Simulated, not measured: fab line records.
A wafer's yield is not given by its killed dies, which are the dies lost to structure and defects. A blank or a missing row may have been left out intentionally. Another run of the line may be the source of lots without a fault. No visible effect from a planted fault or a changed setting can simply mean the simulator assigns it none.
8D (eight disciplines) problem report, filled in by code | flow gf180mcu | the parts of the form that need people (team, actions taken, sign-off) are left out

== 1. THE PROBLEM ==
Wafers free of any fault read 444 nm (standard deviation 5.5) for M2_ALCU_THK at GF_M2_THK_MEAS_06, against a mean of 402 nm on 6 wafers of 2 lots. Relative to the usual mean, that is a shift of -7.6 standard deviations.
The step: measures by xrf.
First observed at day 23 22:14: wafer L447.1, on film-metro-03. At this step, 36 wafers from 12 lots have a number in the record. Rule for "out" (also "out of limits"): further than 4 standard deviations from the usual mean. All remaining wafers that have a number are taken as sound.

== 2. WHAT THIS IS AND IS NOT ==
question                    | is                     | is not
which readings at this step | M2_ALCU_THK            | -
which lots                  | L447, L448             | L436, L437, L438, L439, L441, L442, L451, L452, L454, L455
which wafers of those lots  | all that have a number | -
read on which gauges        | film-metro-03          | film-metro-01
when                        | from day 23 22:14      | up to then (18 sound wafers); but 12 sound wafers of L451, L452, L454, L455 came after

== 3. WHAT RULES OUT EACH SUSPECT ==
Counting: a tool stays on the suspect list if, at a process step up to the reading, it processed all lots that are out and no sound lot following the first of them.
- the gauge at GF_M2_THK_MEAS_06: kept. All the wafers that are out were read on film-metro-03, and no step on other tools shows them out.
- rie-diel-04 at GF_V1_ETCH_16 (etches BARC in N2/H2): ruled out as a lasting fault. The sound lots L451, L455 went through it after L447, its earliest lot that is out (day 23 20:32).
- pvd-sputter-02 at GF_V1_SPUTTER_21 (material Ti, target thk 15 nm, time 80.02 s): ruled out as a lasting fault. The sound lots L451, L452, L454 went through it after L447, its earliest lot that is out (day 23 21:11).
- pvd-sputter-04 at GF_M2_SPUTTER_04 (material TiN, target thk 50 nm, time 41.7 s): kept. All lots that are out passed through it, beginning with L447 at day 23 22:04, and no sound lot followed; its final sound lot before that point was L438 at day 20 09:58.
What counting leaves: pvd-sputter-04 at GF_M2_SPUTTER_04 and film-metro-03 at GF_M2_THK_MEAS_06.

== 4. THE CAUSE (what the simulator had put in) ==
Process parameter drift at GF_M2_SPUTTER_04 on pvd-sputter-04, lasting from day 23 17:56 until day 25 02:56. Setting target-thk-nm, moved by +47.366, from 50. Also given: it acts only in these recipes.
After counting, 2 suspects remain, this tool included.

== 5. THE EFFECT CHAIN, in route order ==
Each row: a reading whose mean over the struck wafers that have a number lies more than 3 standard deviations from the usual. Only readings for which the record gives a usual standard deviation are gone through. hours: the time from each lot's start at the first step in this table that gives one to its start at this step, as a median over the lots. sigmas: the change in usual standard deviations.
hours | step              | reading     | usual  | on struck wafers | change | sigmas
0     | GF_M2_THK_MEAS_06 | M2_ALCU_THK | 444 nm | 402              | -42    | -7.6

== 6. HOW IT WOULD HAVE BEEN CAUGHT EARLIER ==
The first out-of-limits reading at a measuring or inspecting step in this record came at day 23 22:14, 4 hours after the fault's start at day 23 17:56.
An alarm limit of 4 standard deviations would not have fired on the tool readings at GF_M2_SPUTTER_04 for which the record gives a usual standard deviation, since none of them was out on any struck wafer.
Lots out: 2; of these, L448 started GF_M2_SPUTTER_04 on pvd-sputter-04 after day 23 22:14. It would have been spared by a hold on the tool at that moment.
